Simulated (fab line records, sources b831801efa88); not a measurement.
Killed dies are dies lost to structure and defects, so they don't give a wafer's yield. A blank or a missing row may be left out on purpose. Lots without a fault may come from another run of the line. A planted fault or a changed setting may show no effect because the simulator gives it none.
A struck lot beside a sound one | flow sky130 | 43 steps out of a route of 708
Sound: wafers L249.1, L249.2, L249.5. Struck: wafer L256.5. (L256.6 of the same lot was not struck and is left out.) The cause comes at the end.
At each step with rows: each side's tool, then ch and its chambers, then its first start. Under that, the readings that differ: sound wafers | struck wafers | difference of the means | sigmas: that difference in standard deviations of wafers without a fault.
alike: readings whose means differ by less than 2 such deviations, and words and numbers that are the same on both sides. not compared: withheld readings, readings that some wafer has no value for, bounds like >300 that may hide the same value, and numbers for which the record gives no deviation and whose values overlap.
The two part at a step that has a row with sigmas, a row that says differs or no value, or rows on one side only. Numbers that don't overlap but have no deviation are shown without sigmas and don't part them. A reading that every wafer of one side lacks parts them only if that side has two wafers or more.

first, 1 step without rows for these wafers: SKY_LDD_N_IMPLANT_15.
SKY_LDD_N_STRIP_16: strips in O2/N2.
  sound on plasma_asher-03 ch 0,1, day 20 10:43; struck on plasma_asher-03 ch 0, day 21 23:10
  alike: drypump_motor_current_A, oes_product_au, strip_time_to_endpoint_s
  not compared: rf_hours_counter_h
SKY_LDD_N_TW_MEAS_17:
  sound on film_metro-02, day 20 10:49; struck on film_metro-01, day 21 23:15
  alike: LDD_N_TW
then, 7 steps without rows for these wafers: SKY_LDD_P_DEHYDRATE_00 (time 60 s); SKY_LDD_P_HMDS_01 (prime time 60 s); SKY_LDD_P_COAT_02 (resist thk 1140 nm); SKY_LDD_P_SOFTBAKE_03 (time 60 s); SKY_LDD_P_EXPOSE_04 (exposes mask PSDM, target cd 380 nm); SKY_LDD_P_PEB_05; SKY_LDD_P_DEVELOP_06 (develop time 60 s).
SKY_LDD_P_CD_MEAS_07: target cd 380 nm.
  sound on cd_sem-01, day 21 17:17; struck on cd_sem-01, day 23 05:45
  alike: cd_nm
SKY_LDD_P_OVL_MEAS_08:
  sound on overlay-01, day 21 17:25; struck on overlay-02, day 23 05:49
  alike: LDD_P_OVL
SKY_LDD_P_IMPLANT_09:
  sound on implanter-02 ch 0, day 21 17:26; struck on implanter-04 ch 0, day 23 05:56
  alike: beam_on_s
SKY_LDD_P_STRIP_10: strips in O2/N2.
  sound on plasma_asher-02 ch 0,1, day 21 17:35; struck on plasma_asher-02 ch 0, day 23 06:02
  reading                      | sound             | struck | difference | sigmas
  strip_time_to_endpoint_s (s) | 14.10 14.12 14.10 | 14.24  | +0.13      | +4
  alike: drypump_motor_current_A, oes_product_au
  not compared: rf_hours_counter_h
SKY_LDD_P_TW_MEAS_11:
  sound on film_metro-03, day 21 17:41; struck on film_metro-04, day 23 06:07
  reading  | sound       | struck | difference | sigmas
  LDD_P_TW | 639 634 635 | 623    | -13        | -3
then, 7 steps without rows for these wafers: SKY_LDD_HVN_DEHYDRATE_00 (time 60 s); SKY_LDD_HVN_HMDS_01 (prime time 60 s); SKY_LDD_HVN_COAT_02 (resist thk 300 nm); SKY_LDD_HVN_SOFTBAKE_03 (time 60 s); SKY_LDD_HVN_EXPOSE_04 (exposes mask HVNTM, target cd 700 nm); SKY_LDD_HVN_PEB_05; SKY_LDD_HVN_DEVELOP_06 (develop time 60 s).
SKY_LDD_HVN_OVL_MEAS_07:
  sound on overlay-02, day 22 23:39; struck on overlay-01, day 24 11:16
  alike: LDD_HVN_OVL
then, 1 step without rows for these wafers: SKY_LDD_HVN_IMPLANT_08.
SKY_LDD_HVN_STRIP_09: strips in O2/N2.
  sound on plasma_asher-03 ch 0,1, day 22 23:50; struck on plasma_asher-01 ch 1, day 24 11:30
  alike: drypump_motor_current_A, oes_product_au, strip_time_to_endpoint_s
  not compared: rf_hours_counter_h
SKY_LDD_HVN_TW_MEAS_10:
  sound on film_metro-03, day 22 23:56; struck on film_metro-04, day 24 11:34
  alike: LDD_HVN_TW
then, 7 steps without rows for these wafers: SKY_LDD_HVP_DEHYDRATE_00 (time 60 s); SKY_LDD_HVP_HMDS_01 (prime time 60 s); SKY_LDD_HVP_COAT_02 (resist thk 300 nm); SKY_LDD_HVP_SOFTBAKE_03 (time 60 s); SKY_LDD_HVP_EXPOSE_04 (exposes mask HVPTM, target cd 700 nm); SKY_LDD_HVP_PEB_05; SKY_LDD_HVP_DEVELOP_06 (develop time 60 s).
SKY_LDD_HVP_OVL_MEAS_07:
  sound on overlay-01, day 24 05:39; struck on overlay-01, day 25 16:34
  alike: LDD_HVP_OVL
then, 1 step without rows for these wafers: SKY_LDD_HVP_IMPLANT_08.
SKY_LDD_HVP_STRIP_09: strips in O2/N2.
  sound on plasma_asher-02 ch 0,1, day 24 05:50; struck on plasma_asher-03 ch 1, day 25 16:48
  alike: drypump_motor_current_A, oes_product_au, strip_time_to_endpoint_s
  not compared: rf_hours_counter_h
SKY_LDD_HVP_TW_MEAS_10:
  sound on film_metro-02, day 24 05:56; struck on film_metro-03, day 25 16:52
  alike: LDD_HVP_TW
then, 5 steps without rows for these wafers: SKY_LDD_LDN_DEHYDRATE_00 (time 60 s); SKY_LDD_LDN_HMDS_01 (prime time 60 s); SKY_LDD_LDN_COAT_02 (resist thk 1140 nm); SKY_LDD_LDN_SOFTBAKE_03 (time 60 s); SKY_LDD_LDN_EXPOSE_04 (exposes mask LDNTM, target cd 700 nm).
-- the record jumps here: 23 days lie between the struck wafers' starts before and after (it left off in module LDD_LDN and takes up again in module PAD_OPEN, whose first step shown is number 708 of the route) --
SKY_PAD_OPEN_PROBE_99:
  sound on prober-01, day 47 14:51; struck on prober-01, day 48 14:01
  reading                           | sound                    | struck  | difference | sigmas
  killed_at_M4_up                   | 2 2 7                    | 8       | +4         | +2
  model.etest.tip_p.rs_ohm_sq_range | 233.1 236.2 190.4        | 2379    | +2159      |
  model.etest.pfet_01v8.vt_v_range  | 0.01042 0.008919 0.01021 | 0.03281 | +0.02296   |
  alike: killed_at_M0_to_M3, killed_at_contacts, killed_at_front_end, killed_at_other, killed_dies, killed_open, killed_short

WHERE THEY PART
First at SKY_LDD_P_STRIP_10; last, within this record, at SKY_PAD_OPEN_PROBE_99.

WHY: what the simulator had put in
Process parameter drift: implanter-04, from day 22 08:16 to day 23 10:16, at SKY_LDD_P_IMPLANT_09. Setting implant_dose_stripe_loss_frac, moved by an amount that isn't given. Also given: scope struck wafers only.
